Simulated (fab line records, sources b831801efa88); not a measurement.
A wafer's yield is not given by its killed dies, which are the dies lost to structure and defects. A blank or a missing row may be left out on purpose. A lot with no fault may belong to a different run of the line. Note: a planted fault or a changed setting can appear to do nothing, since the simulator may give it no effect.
fab line records | flow sky130 | part 2 of 2: steps 28 to 40 of 40
record: lots: 5 wafers: 15 last_day: 50
route steps=708 shown FIELD_ISO@20 NWELL@32 DNWELL@35 PWDE@45
lots that met no fault: from a run of the same line without faults
start_h: the number of hours between the record's first day and the start of the first shown wafer of the lot | wait_h: how many hours have passed since the lot's step before this one | " as in the row above | L1.1+2: one row covering several wafers at once | - no value, or no start was given | * or withheld: withheld | < > ~ a bound
route shown NAME@n: names a module that has steps shown in the file, with the first one's number in the route | usual: mean/standard deviation taken from wafers without a fault | same: alike in all rows | chamber/n: place in a boat | sites: each site's reading | _std_site: standard deviation of those values | _edge_site: mean of outer sites minus mean of inner sites | radius_mm: how far each site lies from the wafer's centre | mask NAME#n: copy n | behind: the most recent tool/chamber to have shaped the wafer | hold: cause of the lot's hold/its duration in hours/its outcome | device: names the non-switching transistor (n, p or np) | end of line: the tests these same wafers got at the end of their route | a step with no rows: only its recipe | killed: count of dies lost to structure and defects at first sort (not the wafer's yield) | map: shows each die of a wafer: x if killed, . if not, _ if none is there
set.NAME: the run value of the setting; set.NAME@STEP: its run value at that earlier step | model.NAME: the simulator's own value behind a step, which no gauge read
lots seen at some steps along the route; tables by step, rows by wafer
services: when a tool's chamber went out of use (start_h, in hours from the record's first day, below 0 if earlier), for how many hours, and the reason
== steps ==
step: SKY_PWDE_COAT_02
recipe: spin_rpm: 2000 resist_thk_nm: 3000
usual: dispense_pressure_kPa: 50.0/2.9
columns lot.wafer tool chamber start_h wait_h dispense_pressure_kPa
L076.1 litho_track-01 0 71.70 0.1 50.6
L076.3 " 0 " " 50.6
L076.5 " 0 " " 50.6
L081.3 litho_track-04 0 100.90 0.1 52.5
L081.4 " 0 " " 52.5
L081.6 " 0 " " 52.5
L087.1 litho_track-01 0 135.30 0.1 50.8
L087.2 " 0 " " 50.7
L087.5 " 0 " " 50.8
L094.2 litho_track-01 0 170.27 0.1 50.8
L094.4 " 0 " " 50.8
L094.5 " 0 " " 50.8
L096.4 litho_track-01 0 183.02 0.1 50.8
L096.5 " 0 " " 50.8
L096.6 " 0 " " 50.8
step: SKY_PWDE_SOFTBAKE_03
recipe: temp_c: 110 time_s: withheld
columns lot.wafer tool chamber start_h wait_h
L076.1+3+5 litho_track-01 0 71.85 0.1
L081.3+4+6 litho_track-04 0 101.07 0.1
L087.1+2+5 litho_track-01 0 135.45 0.1
L094.2+4+5 litho_track-01 0 170.43 0.1
L096.4+5+6 litho_track-01 0 183.20 0.1
step: SKY_PWDE_EXPOSE_04
recipe: mask_id: PWDEM na: 0.6 source_shape: conventional sigma_outer: 0.6 polarization: unpolarized target_cd_nm: 840 dose_mj: 214
columns lot.wafer tool chamber start_h wait_h mask
L076.1+3+5 iline_stepper-02 0 - - PWDEM#0
L081.3+4+6 iline_stepper-02 0 - - PWDEM#0
L087.1+2+5 iline_stepper-01 0 - - PWDEM#0
L094.2+4+5 iline_stepper-02 0 - - PWDEM#0
L096.4+5+6 iline_stepper-02 0 - - PWDEM#0
step: SKY_PWDE_PEB_05
recipe: temp_c: 115 time_s: withheld
columns lot.wafer tool chamber start_h wait_h
L076.1+3+5 litho_track-03 0 - -
L081.3+4+6 litho_track-04 0 - -
L087.1+2+5 litho_track-04 0 - -
L094.2+4+5 litho_track-04 0 - -
L096.4+5+6 litho_track-01 0 - -
step: SKY_PWDE_DEVELOP_06
recipe: wall_angle_deg: 90 developer: TMAH develop_time_s: 60 dev_temp_c: 23
columns lot.wafer tool chamber start_h wait_h
L076.1+3+5 litho_track-03 0 - -
L081.3+4+6 litho_track-04 0 - -
L087.1+2+5 litho_track-04 0 - -
L094.2+4+5 litho_track-04 0 - -
L096.4+5+6 litho_track-01 0 - -
step: SKY_PWDE_OVL_MEAS_07
usual: PWDE_OVL: -0.3/1.4
columns lot.wafer tool chamber start_h wait_h PWDE_OVL[nm]
L076.1 overlay-02 - 79.99 - -1.6
L076.3 " - " " 0.1
L076.5 " - " " 3.7
L081.3 overlay-01 - 110.01 - -0.5
L081.4 " - " " -1.3
L081.6 " - " " -0.9
L087.1 overlay-01 - 145.05 - -2.4
L087.2 " - " " 0.7
L087.5 " - " " -1.8
L094.2 overlay-02 - 180.86 - -1.6
L094.4 " - " " -0.4
L094.5 " - " " 1.2
L096.4 overlay-01 - 193.41 - 0.7
L096.5 " - " " 1.2
L096.6 " - " " 1.3
step: SKY_PWDE_IMPLANT_08
recipe: species: B energy_kev: 150 dose_cm2: 3.6e+12 tilt_deg: withheld
usual: end_station_pressure_torr: 5.05e-06/2.4e-07
columns lot.wafer tool chamber start_h wait_h end_station_pressure_torr
L076.1 implanter-03 0 80.03 0.0 4.81e-06
L076.3 " 0 " " 4.69e-06
L076.5 " 0 " " 4.92e-06
L081.3 implanter-04 0 110.09 0.1 5.13e-06
L081.4 " 0 " " 5.24e-06
L081.6 " 0 " " 4.79e-06
L087.1 implanter-02 0 145.09 0.0 5.01e-06
L087.2 " 0 " " 5.19e-06
L087.5 " 0 " " 5.35e-06
L094.2 implanter-04 0 180.91 0.0 5.14e-06
L094.4 " 0 " " 5.06e-06
L094.5 " 0 " " 4.91e-06
L096.4 implanter-03 0 193.51 0.1 5.5e-06
L096.5 " 0 " " 5.04e-06
L096.6 " 0 " " 5.05e-06
step: SKY_PWDE_STRIP_09
recipe: chemistry: O2/N2 power_w: 1400 pressure_mtorr: 1500 platen_temp_c: withheld o2_flow_sccm: 3000 n2_flow_sccm: 300 overash_fraction: 0.5
usual: drypump_motor_current_A: 5.6/0.38 oes_product_au: 0.722/0.0046 strip_time_to_endpoint_s: 36.91/0.099
columns lot.wafer tool chamber start_h wait_h drypump_motor_current_A oes_product_au rf_hours_counter_h strip_time_to_endpoint_s
L076.1 plasma_asher-04 1 80.18 0.1 5.8 0.728 39 36.76
L076.3 " 1 " " 5.8 0.724 - 36.81
L076.5 " 1 " " 5.8 0.727 - 36.84
L081.3 plasma_asher-03 0 110.22 0.1 4.9 0.717 - 36.93
L081.4 " 1 " " 5.7 0.720 - 36.89
L081.6 " 0 " " 4.9 0.719 - 36.88
L087.1 plasma_asher-04 0 145.24 0.1 5.4 0.725 3 36.90
L087.2 " 1 " " 5.8 0.719 3 36.91
L087.5 " 0 " " 5.4 0.727 - 36.98
L094.2 plasma_asher-02 0 181.04 0.1 6.1 0.723 48 37.20
L094.4 " 0 " " 6.2 0.727 - 37.11
L094.5 " 1 " " 5.7 0.718 - 37.16
L096.4 plasma_asher-03 1 193.61 0.1 5.8 0.727 - 37.01
L096.5 " 1 " " 5.8 0.723 - 36.98
L096.6 " 0 " " 4.9 0.731 - 37.15
step: SKY_PWDE_TW_MEAS_10
usual: PWDE_TW: 377.0/2.2
columns lot.wafer tool chamber start_h wait_h PWDE_TW
L076.1 film_metro-02 - 80.28 0.1 373.9
L076.3 " - " " 378.0
L076.5 " - " " 375.9
L081.3 film_metro-02 - 110.31 0.1 379.3
L081.4 " - " " 379.1
L081.6 " - " " 380.3
L087.1 film_metro-01 - 145.34 0.1 374.2
L087.2 " - " " 376.7
L087.5 " - " " 374.8
L094.2 film_metro-02 - 181.15 0.1 376.9
L094.4 " - " " 376.5
L094.5 " - " " 375.8
L096.4 film_metro-01 - 193.71 0.1 377.2
L096.5 " - " " 376.8
L096.6 " - " " 375.6
step: SKY_NWELL_DEHYDRATE_03
recipe: temp_c: 200 time_s: 60
columns lot.wafer tool chamber start_h wait_h
L076.1+3+5 litho_track-04 0 88.05 7.8
L081.3+4+6 litho_track-04 0 118.65 8.3
L087.1+2+5 litho_track-01 0 154.65 9.3
L094.2+4+5 litho_track-01 0 191.12 10.0
L096.4+5+6 litho_track-01 0 203.77 10.0
step: SKY_NWELL_HMDS_04
recipe: prime_time_s: 60 prime_temp_c: 120
usual: prime_temp_c: 120.00/0.14
same: prime_time_s: 60
columns lot.wafer tool chamber start_h wait_h prime_temp_c
L076.1 litho_track-04 0 88.20 0.1 120.19
L076.3 " 0 " " 120.31
L076.5 " 0 " " 120.10
L081.3 litho_track-04 0 118.80 0.1 119.96
L081.4 " 0 " " 119.85
L081.6 " 0 " " 120.04
L087.1 litho_track-01 0 154.80 0.1 119.92
L087.2 " 0 " " 119.70
L087.5 " 0 " " 119.94
L094.2 litho_track-01 0 191.27 0.1 120.07
L094.4 " 0 " " 120.10
L094.5 " 0 " " 120.33
L096.4 litho_track-01 0 203.92 0.1 120.08
L096.5 " 0 " " 119.95
L096.6 " 0 " " 120.15
step: SKY_NWELL_COAT_05
recipe: spin_rpm: 2000 resist_thk_nm: 3000
usual: dispense_pressure_kPa: 53/3
columns lot.wafer tool chamber start_h wait_h dispense_pressure_kPa
L076.1 litho_track-04 0 88.35 0.1 52
L076.3 " 0 " " 52
L076.5 " 0 " " 52
L081.3 litho_track-04 0 118.95 0.1 52
L081.4 " 0 " " 53
L081.6 " 0 " " 52
L087.1 litho_track-01 0 154.95 0.1 51
L087.2 " 0 " " 51
L087.5 " 0 " " 51
L094.2 litho_track-01 0 191.42 0.1 51
L094.4 " 0 " " 51
L094.5 " 0 " " 51
L096.4 litho_track-01 0 204.07 0.1 51
L096.5 " 0 " " 51
L096.6 " 0 " " 51
step: SKY_NWELL_SOFTBAKE_06
recipe: temp_c: 110 time_s: withheld
columns lot.wafer tool chamber start_h wait_h
L076.1+3+5 litho_track-04 0 88.50 0.1
L081.3+4+6 litho_track-04 0 119.12 0.1
L087.1+2+5 litho_track-01 0 155.10 0.1
L094.2+4+5 litho_track-01 0 191.58 0.1
L096.4+5+6 litho_track-01 0 204.25 0.1
== services ==
columns tool chamber start_h hours kind
implanter-02 - 38.10 3.1 repair
implanter-03 - 46.74 24.9 repair
cmp-02 - 53.38 3.8 pm
furnace-01 - 61.72 2.9 pm
plasma_asher-03 - 62.54 2.9 repair
cmp-02 - 64.00 4.0 pm
plasma_asher-02 - 80.71 8.3 repair
implanter-04 - 83.54 3.5 pm
iline_stepper-01 - 92.90 4.4 pm
cmp-02 - 104.61 4.0 repair
hdpcvd-01 - 106.14 2.8 pm
plasma_asher-04 - 108.79 9.0 pm
iline_stepper-02 - 127.53 1.7 pm
cmp-02 - 129.42 3.9 repair
implanter-04 - 140.96 1.3 repair
cmp-02 - 147.53 0.3 repair
implanter-01 - 155.54 2.8 pm
implanter-01 - 167.29 1.4 repair
furnace-02 - 169.50 4.5 pm
furnace-02 - 176.79 2.5 pm
implanter-01 - 180.88 3.0 pm
implanter-01 - 188.52 3.2 repair
plasma_asher-01 - 188.90 2.5 repair
furnace-01 - 191.75 2.2 pm
